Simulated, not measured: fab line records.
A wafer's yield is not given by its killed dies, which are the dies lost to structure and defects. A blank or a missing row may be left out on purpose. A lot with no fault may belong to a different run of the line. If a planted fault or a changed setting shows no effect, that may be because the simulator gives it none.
2 desks looking at one fault | flow gf180mcu | each desk holds nothing but its own numbers, with what lay behind them at the end

== AT THE METROLOGY DESK ==
Lot by lot, what the gauges showed, no matter which tool ran the lot: averages of those sampled wafers that carry a number. Marked OUT: a lot whose mean sits more than 4 standard deviations from the usual mean, which makes it out of limits; the brackets give that distance.
Columns: A = CONTACT_CVD_02_THK at GF_CONTACT_THK_MEAS_03, usual 861 nm
lot  | first seen here | A
L573 | day 15 01:22    | 869
L574 | day 15 06:52    | 878
L575 | day 15 19:20    | 863
L576 | day 16 01:54    | 856
L577 | day 16 09:53    | 862
L584 | day 19 06:18    | 869
L585 | day 19 11:16    | 857
L588 | day 21 00:20    | 858
L591 | day 22 01:51    | 853
L595 | day 23 04:31    | 845
L596 | day 23 08:35    | 853
Finding of this desk: none of the 11 lots has anything out of limits.

== THE TOOL OWNER'S DESK: cmp-01 ==
The tool's own readings at GF_CONTACT_CMP_27 (polishes, stops on SiO2, t overpolish 15 s, target thk 0 nm): means of the sampled wafers that have a number, for each lot that ran on this tool. Marked OUT: a lot whose mean sits more than 4 standard deviations from the usual mean, which makes it out of limits; the brackets give that distance.
Columns: A = head-pressure-psi at GF_CONTACT_CMP_27, usual 3.501 psi; B = motor-current-A at GF_CONTACT_CMP_27, usual 10.2 A; C = overpolish-run-s at GF_CONTACT_CMP_27, usual 15.001 s; D = time-to-endpoint-s at GF_CONTACT_CMP_27, usual 72.5 s
lot  | first seen here | A                       | B              | C                       | D
L573 | day 16 00:26    | 3.494                   | 9.9            | 15.005                  | 75.7
L576 | day 17 01:08    | 3.500                   | 10.0           | 14.996                  | 66.1
L584 | day 20 08:29    | 0.947 (-99 or more) OUT | 5.6 (-7.0) OUT | 0.041 (-99 or more) OUT | 114.6 (+16) OUT
L585 | day 20 13:04    | 0.946 (-99 or more) OUT | 5.5 (-7.1) OUT | 0.042 (-99 or more) OUT | 112.7 (+15) OUT
L595 | day 24 04:20    | 3.502                   | 9.7            | 14.996                  | 73.9
This desk's finding: out of limits on L584, L585; first on L584, day 20 08:29 (head-pressure-psi at GF_CONTACT_CMP_27). Within limits: L573, L576, L595.

== BROUGHT TOGETHER ==
On L584, L585, at day 20 08:29, an alarm was possible from the tool owner's desk.
At the metrology desk, nothing out of limits was observed.
The metrology desk holds a record of L584, L585, inside its limits.
Every lot named ran GF_CONTACT_CMP_27 on cmp-01.

== WHAT THE SIMULATOR HAD PUT IN ==
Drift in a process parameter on cmp-01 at GF_CONTACT_CMP_27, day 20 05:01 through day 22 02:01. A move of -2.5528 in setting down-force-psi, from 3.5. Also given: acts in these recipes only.
Lots struck among those shown: L584, L585.
Hours from the fault's start to each desk's first reading out of limits: the tool owner's desk, 3.
